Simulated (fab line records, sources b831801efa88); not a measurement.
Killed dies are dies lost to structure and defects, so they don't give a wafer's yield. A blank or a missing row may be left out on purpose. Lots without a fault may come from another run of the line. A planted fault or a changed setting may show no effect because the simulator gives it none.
fab line records | flow sky130
record lots=24 wafers=72 last_day=51
route steps=708 shown FIELD_ISO@1 CONTACT@407 METAL3@532 METAL4@632 VIA4@642 PAD_OPEN@707
lots that met no fault: from a run of the same line without faults
start_h: hours from the record's first day to the start of the lot's first wafer shown | wait_h: hours since the lot's step before | " the same as in the row above | L1.1+2: a row that stands for several wafers | - no value, or no start given | * or withheld: withheld | < > ~ a bound
route shown NAME@n: a module of which the file shows steps, and the number in the route of the first | usual: mean/standard deviation of fault-free wafers | same: alike in all rows | chamber/n: place in a boat | sites: the reading at each site | _std_site: their standard deviation | _edge_site: outer sites' mean less inner sites' | radius_mm: how far each site lies from the wafer's centre | mask NAME#n: copy n | behind: the tool/chamber that last shaped the wafer | hold: why the lot was held/for how many hours/how that ended | device: the transistor (n, p or np) that didn't switch | end of line: the same wafers' tests at the end of the route | a step without rows: its recipe alone | killed: dies lost to structure and defects at the first sort, not the wafer's yield | map: a wafer's dies, x killed, . not, _ none there
set.NAME: the setting as run; set.NAME@STEP: as run at that earlier step | model.NAME: the simulator's own value behind a step, which no gauge read
steps of the route over a sample of lots; a table a step, a row a wafer
services: from which hour (start_h, from the record's first day; less than 0 if before it) a tool's chamber was out of use, for how many hours, and why
## steps
# step SKY_FIELD_ISO_BOW_MEAS_00
# recipe mode=bow
# usual INCOMING_BOW=-1/6.3
# columns lot.wafer tool chamber start_h wait_h INCOMING_BOW[um]
L074.1 film_metro-03 - 10.00 - -1
L074.3 " - " " 2
L074.4 " - " " 10
L075.1 film_metro-04 - 15.00 - -6
L075.4 " - " " 7
L075.6 " - " " -5
L076.1 film_metro-01 - 20.00 - -4
L076.2 " - " " -4
L076.4 " - " " 1
L077.4 film_metro-01 - 25.06 - 4
L077.5 " - " " -1
L077.6 " - " " 3
L078.1 film_metro-03 - 30.00 - -8
L078.3 " - " " 0
L078.6 " - " " 11
L079.3 film_metro-01 - 35.04 - 0
L079.5 " - " " 3
L079.6 " - " " -2
L080.2 film_metro-01 - 40.02 - 2
L080.4 " - " " -12
L080.5 " - " " -3
L081.1 film_metro-04 - 45.00 - 1
L081.2 " - " " -7
L081.3 " - " " -1
L082.2 film_metro-04 - 50.02 - -13
L082.5 " - " " 4
L082.6 " - " " -1
L083.2 film_metro-04 - 55.02 - -8
L083.4 " - " " -7
L083.6 " - " " 3
L084.1 film_metro-01 - 60.00 - 2
L084.4 " - " " -5
L084.6 " - " " 5
L085.1 film_metro-01 - 65.03 - -3
L085.4 " - " " -3
L085.5 " - " " -3
L086.1 film_metro-04 - 70.04 - 1
L086.4 " - " " 5
L086.5 " - " " 8
L087.3 film_metro-04 - 75.04 - -5
L087.4 " - " " -7
L087.6 " - " " -6
L088.3 film_metro-04 - 80.04 - -8
L088.4 " - " " 2
L088.5 " - " " 1
L089.1 film_metro-01 - 85.00 - 7
L089.2 " - " " -4
L089.5 " - " " -11
L090.3 film_metro-01 - 90.04 - 7
L090.4 " - " " 6
L090.5 " - " " -5
L091.1 film_metro-03 - 95.00 - -7
L091.3 " - " " 0
L091.6 " - " " 15
L092.1 film_metro-01 - 100.00 - -10
L092.5 " - " " 15
L092.6 " - " " -6
L093.2 film_metro-01 - 105.02 - 0
L093.3 " - " " 3
L093.4 " - " " 1
L094.2 film_metro-04 - 110.02 - 6
L094.3 " - " " 1
L094.4 " - " " 4
L095.1 film_metro-01 - 115.00 - 7
L095.4 " - " " -6
L095.5 " - " " 3
L096.1 film_metro-01 - 120.00 - 3
L096.4 " - " " 2
L096.6 " - " " -2
L097.1 film_metro-01 - 125.00 - 6
L097.3 " - " " 3
L097.4 " - " " 5
# step SKY_CONTACT_THK_MEAS_01
# recipe reads=Si3N4_of_CONTACT_CVD_00
# usual CONTACT_CVD_00_THK=74.4/1
# columns lot.wafer tool chamber start_h wait_h CONTACT_CVD_00_THK[nm]
L074.1 film_metro-01 - 725.63 - 72.4
L074.3 " - " " 73.9
L074.4 " - " " 74.7
L076.1 film_metro-04 - 748.20 - 74.3
L076.2 " - " " 73.5
L076.4 " - " " 74.4
L077.4 film_metro-04 - 749.43 - 75.1
L077.5 " - " " 75.3
L077.6 " - " " 75.3
L075.1 film_metro-04 - 751.38 - 73.9
L075.4 " - " " 75.9
L075.6 " - " " 74.1
L078.1 film_metro-03 - 766.92 - 73.5
L078.3 " - " " 73.7
L078.6 " - " " 74.8
L079.3 film_metro-03 - 769.12 - 72.8
L079.5 " - " " 73.9
L079.6 " - " " 75.0
L081.1 film_metro-04 - 777.68 - 73.8
L081.2 " - " " 72.9
L081.3 " - " " 73.2
L080.2 film_metro-03 - 779.64 - 73.6
L080.4 " - " " 77.5
L080.5 " - " " 74.9
L082.2 film_metro-01 - 797.02 - 74.0
L082.5 " - " " 74.4
L082.6 " - " " 74.2
L083.2 film_metro-04 - 801.03 - 73.0
L083.4 " - " " 75.2
L083.6 " - " " 74.3
L084.1 film_metro-03 - 804.98 - 76.5
L084.4 " - " " 77.1
L084.6 " - " " 75.8
L085.1 film_metro-01 - 813.43 - 75.1
L085.4 " - " " 75.4
L085.5 " - " " 75.3
L087.3 film_metro-03 - 827.72 - 73.0
L087.4 " - " " 74.3
L087.6 " - " " 74.4
L086.1 film_metro-01 - 830.90 - 74.0
L086.4 " - " " 76.5
L086.5 " - " " 74.3
L088.3 film_metro-04 - 833.59 - 74.4
L088.4 " - " " 75.4
L088.5 " - " " 75.9
L089.1 film_metro-03 - 847.92 - 71.9
L089.2 " - " " 72.4
L089.5 " - " " 74.6
L090.3 film_metro-01 - 849.56 - 73.5
L090.4 " - " " 73.8
L090.5 " - " " 75.2
L091.1 film_metro-04 - 851.27 - 74.4
L091.3 " - " " 73.3
L091.6 " - " " 74.6
L092.1 film_metro-03 - 859.72 - 74.9
L092.5 " - " " 76.4
L092.6 " - " " 74.9
L093.2 film_metro-04 - 861.21 - 73.1
L093.3 " - " " 73.9
L093.4 " - " " 75.5
L094.2 film_metro-04 - 878.19 - 75.6
L094.3 " - " " 76.4
L094.4 " - " " 73.9
L095.1 film_metro-03 - 883.80 - 72.8
L095.4 " - " " 74.0
L095.5 " - " " 74.4
L096.1 film_metro-03 - 886.73 - 75.0
L096.4 " - " " 75.6
L096.6 " - " " 76.1
L097.1 film_metro-03 - 901.28 - 73.7
L097.3 " - " " 73.5
L097.4 " - " " 74.6
# step SKY_METAL3_SPUTTER_00
# recipe material=Ti target_thk_nm=15 power_w=3000 time_s=10 chamber_pressure_pa=0.4
# usual cathode_dc_power_W=3000.0/0.55 throttle_valve_pct=30.2/1.1
# columns lot.wafer tool chamber start_h wait_h cathode_dc_power_W throttle_valve_pct
L074.1 pvd_sputter-02 - 870.65 0.2 2999.6 31.3
L074.3 " - " " 3000.4 29.4
L074.4 " - " " 3000.6 31.5
L076.1 pvd_sputter-01 - 891.36 0.2 2999.5 31.3
L076.2 " - " " 2999.7 29.7
L076.4 " - " " 3000.6 31.5
L077.4 pvd_sputter-03 - 894.11 0.2 3000.2 28.7
L077.5 " - " " 3000.5 29.6
L077.6 " - " " 3000.1 29.9
L075.1 pvd_sputter-01 - 895.44 0.1 3000.6 31.1
L075.4 " - " " 3000.0 29.5
L075.6 " - " " 2999.1 29.9
L078.1 pvd_sputter-02 - 909.72 0.1 2999.7 31.2
L078.3 " - " " 3000.1 28.3
L078.6 " - " " 2999.7 31.6
L079.3 pvd_sputter-02 - 912.80 0.1 3000.2 28.5
L079.5 " - " " 2999.1 28.2
L079.6 " - " " 2999.2 31.8
L081.1 pvd_sputter-01 - 919.96 0.1 2999.6 31.3
L081.2 " - " " 2999.4 31.1
L081.3 " - " " 2999.5 29.7
L080.2 pvd_sputter-01 - 921.78 0.2 2999.3 29.7
L080.4 " - " " 3000.5 30.9
L080.5 " - " " 3000.1 29.6
L082.2 pvd_sputter-01 - 937.51 0.2 2999.8 31.0
L082.5 " - " " 2998.7 29.7
L082.6 " - " " 3000.4 30.8
L083.2 pvd_sputter-02 - 941.59 0.2 3000.0 31.8
L083.4 " - " " 2999.3 31.4
L083.6 " - " " 3000.3 31.3
L084.1 pvd_sputter-03 - 944.78 0.1 3000.3 29.4
L084.4 " - " " 2999.7 29.5
L084.6 " - " " 2999.6 29.7
L085.1 pvd_sputter-01 - 953.63 0.2 2999.9 29.6
L085.4 " - " " 3000.1 31.1
L085.5 " - " " 2999.9 31.3
L087.3 pvd_sputter-03 - 966.81 0.1 2999.4 29.9
L087.4 " - " " 2999.8 30.1
L087.6 " - " " 3000.6 29.5
L086.1 pvd_sputter-03 - 969.83 0.2 2999.6 29.8
L086.4 " - " " 3000.2 29.5
L086.5 " - " " 2999.3 29.8
L088.3 pvd_sputter-02 - 971.35 0.2 3001.4 31.1
L088.4 " - " " 3000.4 31.3
L088.5 " - " " 3000.1 29.7
L089.1 pvd_sputter-02 - 983.58 0.1 2999.9 31.3
L089.2 " - " " 3000.3 29.7
L089.5 " - " " 2999.2 28.8
L090.3 pvd_sputter-03 - 986.36 0.1 2998.8 28.7
L090.4 " - " " 3000.7 28.6
L090.5 " - " " 2999.9 29.8
L091.1 pvd_sputter-03 - 988.85 0.1 3000.9 29.7
L091.3 " - " " 3000.5 29.9
L091.6 " - " " 3000.4 28.6
L092.1 pvd_sputter-01 - 995.38 0.1 2999.9 31.4
L092.5 " - " " 2999.8 31.5
L092.6 " - " " 2999.6 29.6
L093.2 pvd_sputter-03 - 995.60 0.1 3001.4 28.7
L093.3 " - " " 2999.7 29.6
L093.4 " - " " 3001.0 29.7
L094.2 pvd_sputter-02 - 1012.55 0.1 2999.6 29.5
L094.3 " - " " 2999.1 31.6
L094.4 " - " " 3000.5 28.4
L095.1 pvd_sputter-02 - 1016.48 0.1 3000.6 28.6
L095.4 " - " " 3000.5 31.5
L095.5 " - " " 3000.4 31.2
L096.1 pvd_sputter-02 - 1019.11 0.1 2999.1 28.2
L096.4 " - " " 3000.7 31.6
L096.6 " - " " 2999.8 31.8
L097.1 pvd_sputter-02 - 1032.18 0.1 2999.9 31.9
L097.3 " - " " 3000.0 29.6
L097.4 " - " " 2999.3 28.4
# step SKY_METAL4_ETCH_16
# recipe chemistry=N2/H2 target=BARC ion_energy_ev=200 bias_w=100 pressure_mtorr=30 n2_flow_sccm=100 h2_flow_sccm=200 icp_w=500 stop_on=SiO2 time_s=88.2 target_depth_a=600
# usual drypump_motor_current_A=5.52/0.29 h2_flow_sccm=199.9/0.62 he_backside_leak_sccm=3.3/0.32 oes_product_au=0.625/0.0048 throttle_valve_pct=13.203/0.009
# columns lot.wafer tool chamber start_h wait_h drypump_motor_current_A h2_flow_sccm he_backside_leak_sccm oes_product_au rf_hours_counter_h throttle_valve_pct
L074.1 rie_metal-01 0 1002.30 0.0 5.73 200.1 3.3 0.623 14 13.209
L074.3 " 1 " " 5.28 199.7 3.0 0.625 - 13.173
L074.4 " 0 " " 5.76 199.1 3.3 0.612 - 13.189
L076.1 rie_metal-01 0 1019.55 0.1 5.78 199.7 3.3 0.632 15 13.213
L076.2 " 0 " " 5.73 200.2 3.1 0.631 - 13.204
L076.4 " 0 " " 5.78 199.7 3.2 0.625 - 13.192
L077.4 rie_metal-04 0 1022.93 0.0 5.20 200.7 3.3 0.627 - 13.199
L077.5 " 0 " " 5.18 200.7 3.3 0.626 - 13.205
L077.6 " 1 " " 5.87 199.4 3.0 0.625 - 13.197
L075.1 rie_metal-01 0 1024.75 0.1 5.75 200.1 3.0 0.625 16 13.205
L075.4 " 0 " " 5.72 199.5 3.0 0.626 - 13.197
L075.6 " 0 " " 5.74 199.7 3.0 0.614 - 13.196
L078.1 rie_metal-04 0 1038.97 0.0 5.17 200.8 3.4 0.632 12 13.207
L078.3 " 1 " " 5.87 200.0 3.1 0.623 - 13.205
L078.6 " 0 " " 5.16 200.5 3.2 0.625 - 13.189
L079.3 rie_metal-02 1 1039.70 0.0 5.75 200.3 3.5 0.621 - 13.215
L079.5 " 1 " " 5.72 201.1 3.4 0.628 - 13.197
L079.6 " 0 " " 5.23 199.7 3.3 0.625 - 13.189
L081.1 rie_metal-01 0 1047.15 0.0 5.73 199.7 3.3 0.627 18 13.199
L081.2 " 1 " " 5.28 201.5 3.2 0.627 1 13.193
L081.3 " 1 " " 5.27 200.9 3.2 0.624 - 13.216
L080.2 rie_metal-01 1 1048.82 0.0 5.27 200.3 3.2 0.629 1 13.204
L080.4 " 0 " " 5.72 199.9 3.2 0.627 - 13.209
L080.5 " 1 " " 5.27 200.3 3.1 0.631 - 13.191
L082.2 rie_metal-02 1 1062.85 0.0 5.75 199.5 3.6 0.636 21 13.198
L082.5 " 0 " " 5.25 201.2 3.3 0.626 - 13.204
L082.6 " 1 " " 5.73 200.5 3.5 0.621 - 13.199
L083.2 rie_metal-04 1 1063.50 0.0 5.86 199.7 3.0 0.622 19 13.205
L083.4 " 0 " " 5.19 199.8 3.3 0.615 - 13.205
L083.6 " 0 " " 5.16 199.1 3.1 0.623 - 13.183
L084.1 rie_metal-04 0 1066.37 0.0 5.17 200.3 3.2 0.622 14 13.215
L084.4 " 0 " " 5.19 199.3 3.7 0.623 - 13.209
L084.6 " 1 " " 5.87 200.7 2.8 0.620 - 13.209
L085.1 rie_metal-01 1 1075.67 0.0 5.27 199.8 2.9 0.630 3 13.204
L085.4 " 1 " " 5.28 199.8 4.5 0.626 - 13.200
L085.5 " 1 " " 5.27 199.2 2.9 0.620 - 13.202
L087.3 rie_metal-02 0 1087.43 0.1 5.23 199.3 3.4 0.629 - 13.198
L087.4 " 1 " " 5.71 201.9 3.6 0.631 - 13.189
L087.6 " 1 " " 5.73 201.0 3.6 0.627 - 13.215
L086.1 rie_metal-04 0 1089.52 0.0 5.18 199.8 3.0 0.629 16 13.210
L086.4 " 1 " " 5.85 199.8 3.2 0.633 - 13.206
L086.5 " 0 " " 5.16 199.6 3.2 0.628 - 13.193
L088.3 rie_metal-02 0 1093.18 0.1 5.23 199.6 3.4 0.630 - 13.208
L088.4 " 1 " " 5.71 198.4 3.7 0.625 - 13.205
L088.5 " 1 " " 5.74 200.0 3.7 0.628 - 13.213
L089.1 rie_metal-04 0 1103.20 0.0 5.18 200.8 3.3 0.622 17 13.195
L089.2 " 1 " " 5.88 200.1 3.0 0.624 21 13.217
L089.5 " 0 " " 5.21 200.1 3.3 0.620 - 13.192
L090.3 rie_metal-04 1 1105.00 0.0 5.83 198.5 3.2 0.628 - 13.204
L090.4 " 0 " " 5.13 200.1 3.0 0.625 - 13.208
L090.5 " 0 " " 5.15 199.8 3.3 0.626 - 13.211
L091.1 rie_metal-02 1 1107.05 0.0 5.73 198.9 3.5 0.619 24 13.202
L091.3 " 0 " " 5.20 200.0 3.5 0.629 - 13.215
L091.6 " 1 " " 5.73 199.7 3.5 0.620 - 13.188
L092.1 rie_metal-04 0 1110.62 0.0 5.18 199.3 3.3 0.630 17 13.186
L092.5 " 0 " " 5.20 199.2 3.4 0.618 - 13.211
L092.6 " 1 " " 5.85 200.5 3.0 0.628 - 13.205
L093.2 rie_metal-04 0 1113.17 0.0 5.17 199.7 3.3 0.632 18 13.204
L093.3 " 0 " " 5.18 198.6 3.3 0.629 - 13.212
L093.4 " 1 " " 5.84 199.7 3.0 0.622 - 13.207
L094.2 rie_metal-02 1 1128.57 0.0 5.73 199.9 3.6 0.622 26 13.208
L094.3 " 1 " " 5.72 200.3 3.5 0.624 - 13.178
L094.4 " 0 " " 5.22 200.2 3.3 0.619 - 13.207
L095.1 rie_metal-04 1 1130.55 0.0 5.88 199.9 3.0 0.613 24 13.202
L095.4 " 1 " " 5.84 199.4 2.9 0.626 - 13.205
L095.5 " 1 " " 5.87 199.6 3.1 0.617 - 13.190
L096.1 rie_metal-01 0 1133.50 0.0 5.74 199.6 3.1 0.624 24 13.203
L096.4 " 1 " " 5.26 199.7 3.2 0.631 - 13.197
L096.6 " 0 " " 5.72 199.7 3.3 0.618 - 13.202
L097.1 rie_metal-02 0 1143.92 0.0 5.21 200.1 3.5 0.630 20 13.196
L097.3 " 0 " " 5.20 199.9 3.4 0.623 - 13.196
L097.4 " 1 " " 5.74 199.6 3.6 0.626 - 13.203
# step SKY_VIA4_BOW_MEAS_03
# recipe mode=bow
# usual VIA4_BOW=79/9.3
# columns lot.wafer tool chamber start_h wait_h VIA4_BOW[um]
L074.1 film_metro-03 - 1003.85 0.1 90
L074.3 " - " " 92
L074.4 " - " " 99
L076.1 film_metro-03 - 1021.12 0.1 84
L076.2 " - " " 84
L076.4 " - " " 88
L077.4 film_metro-03 - 1024.46 0.3 83
L077.5 " - " " 80
L077.6 " - " " 83
L075.1 film_metro-03 - 1026.31 0.2 63
L075.4 " - " " 80
L075.6 " - " " 65
L078.1 film_metro-04 - 1040.43 0.1 62
L078.3 " - " " 69
L078.6 " - " " 80
L079.3 film_metro-01 - 1041.18 0.3 69
L079.5 " - " " 74
L079.6 " - " " 71
L081.1 film_metro-01 - 1048.58 0.2 90
L081.2 " - " " 83
L081.3 " - " " 91
L080.2 film_metro-03 - 1050.30 0.1 73
L080.4 " - " " 58
L080.5 " - " " 67
L082.2 film_metro-03 - 1064.29 0.3 70
L082.5 " - " " 85
L082.6 " - " " 83
L083.2 film_metro-01 - 1064.94 0.2 77
L083.4 " - " " 78
L083.6 " - " " 88
L084.1 film_metro-01 - 1067.84 0.1 76
L084.4 " - " " 68
L084.6 " - " " 78
L085.1 film_metro-01 - 1077.13 0.2 76
L085.4 " - " " 75
L085.5 " - " " 75
L087.3 film_metro-03 - 1088.94 0.3 82
L087.4 " - " " 79
L087.6 " - " " 80
L086.1 film_metro-01 - 1091.01 0.2 84
L086.4 " - " " 87
L086.5 " - " " 92
L088.3 film_metro-03 - 1095.02 0.3 65
L088.4 " - " " 76
L088.5 " - " " 72
L089.1 film_metro-03 - 1104.67 0.2 90
L089.2 " - " " 79
L089.5 " - " " 72
L090.3 film_metro-04 - 1106.48 0.2 89
L090.4 " - " " 86
L090.5 " - " " 76
L091.1 film_metro-03 - 1108.52 0.2 63
L091.3 " - " " 68
L091.6 " - " " 82
L092.1 film_metro-01 - 1112.14 0.1 68
L092.5 " - " " 94
L092.6 " - " " 74
L093.2 film_metro-03 - 1114.69 0.3 86
L093.3 " - " " 91
L093.4 " - " " 87
L094.2 film_metro-03 - 1130.06 0.2 86
L094.3 " - " " 81
L094.4 " - " " 84
L095.1 film_metro-03 - 1131.97 0.2 95
L095.4 " - " " 83
L095.5 " - " " 93
L096.1 film_metro-01 - 1134.95 0.1 90
L096.4 " - " " 88
L096.6 " - " " 84
L097.1 film_metro-04 - 1145.35 0.2 92
L097.3 " - " " 89
L097.4 " - " " 88
# step SKY_PAD_OPEN_BOW_MEAS_13
# recipe mode=bow
# usual PAD_OPEN_BOW=47/9.3
# columns lot.wafer tool chamber start_h wait_h PAD_OPEN_BOW[um]
L074.1 film_metro-04 - 1099.66 - 59
L074.3 " - " " 60
L074.4 " - " " 68
L076.1 film_metro-03 - 1114.52 - 46
L076.2 " - " " 48
L076.4 " - " " 50
L077.4 film_metro-02 - 1116.75 - 47
L077.5 " - " " 44
L077.6 " - " " 47
L075.1 film_metro-03 - 1119.10 - 30
L075.4 " - " " 46
L075.6 " - " " 31
L078.1 film_metro-04 - 1131.47 - 26
L078.3 " - " " 33
L078.6 " - " " 45
L079.3 film_metro-03 - 1133.01 - 40
L079.5 " - " " 46
L079.6 " - " " 43
L081.1 film_metro-02 - 1138.08 - 57
L081.2 " - " " 50
L081.3 " - " " 56
L080.2 film_metro-02 - 1140.40 - 42
L080.4 " - " " 30
L080.5 " - " " 36
L082.2 film_metro-02 - 1151.94 - 36
L082.5 " - " " 50
L082.6 " - " " 48
L083.2 film_metro-02 - 1152.65 - 45
L083.4 " - " " 46
L083.6 " - " " 56
L084.1 film_metro-02 - 1155.56 - 39
L084.4 " - " " 30
L084.6 " - " " 41
L085.1 film_metro-02 - 1164.36 - 40
L085.4 " - " " 42
L085.5 " - " " 38
L087.3 film_metro-03 - 1173.30 - 47
L087.4 " - " " 45
L087.6 " - " " 43
L086.1 film_metro-03 - 1174.48 - 51
L086.4 " - " " 54
L086.5 " - " " 58
L088.3 film_metro-04 - 1178.15 - 38
L088.4 " - " " 48
L088.5 " - " " 46
L089.1 film_metro-03 - 1186.72 - 52
L089.2 " - " " 43
L089.5 " - " " 36
L090.3 film_metro-04 - 1188.37 - 57
L090.4 " - " " 56
L090.5 " - " " 44
L091.1 film_metro-03 - 1189.79 - 32
L091.3 " - " " 38
L091.6 " - " " 52
L092.1 film_metro-04 - 1191.99 - 36
L092.5 " - " " 63
L092.6 " - " " 41
L093.2 film_metro-03 - 1194.27 - 57
L093.3 " - " " 59
L093.4 " - " " 56
L094.2 film_metro-03 - 1206.43 - 54
L094.3 " - " " 50
L094.4 " - " " 52
L095.1 film_metro-02 - 1207.98 - 63
L095.4 " - " " 51
L095.5 " - " " 59
L096.1 film_metro-04 - 1209.19 - 56
L096.4 " - " " 56
L096.6 " - " " 51
L097.1 film_metro-03 - 1218.73 - 60
L097.3 " - " " 56
L097.4 " - " " 57
## services
# columns tool chamber start_h hours kind
pvd_sputter-02 - 887.03 0.6 repair
rie_metal-02 1 896.19 13.8 repair
rie_metal-01 - 896.53 1.4 pm
pvd_sputter-03 - 911.46 1.9 repair
rie_metal-04 - 933.44 26.7 repair
pvd_sputter-02 - 956.80 4.2 repair
pvd_sputter-03 2 970.01 - consumable_replace:kit
pvd_sputter-03 2 970.01 18.0 scheduled_down
pvd_sputter-03 2 970.01 18.0 vent_cycle
pvd_sputter-01 0 986.20 - consumable_replace:kit
pvd_sputter-01 0 986.20 18.0 scheduled_down
pvd_sputter-01 0 986.20 18.0 vent_cycle
rie_metal-01 1 1008.79 - clean
rie_metal-01 1 1008.79 21.6 scheduled_down
rie_metal-01 1 1008.79 21.6 vent_cycle
pvd_sputter-02 2 1032.34 - consumable_replace:kit
pvd_sputter-02 2 1032.34 18.0 scheduled_down
pvd_sputter-02 2 1032.34 18.0 vent_cycle
rie_metal-02 - 1041.54 0.5 repair
pvd_sputter-03 - 1079.74 1.5 repair
pvd_sputter-03 1 1087.84 - consumable_replace:kit
pvd_sputter-03 1 1087.84 18.0 scheduled_down
pvd_sputter-03 1 1087.84 18.0 vent_cycle
pvd_sputter-01 3 1125.45 - consumable_replace:kit
## key
fault none
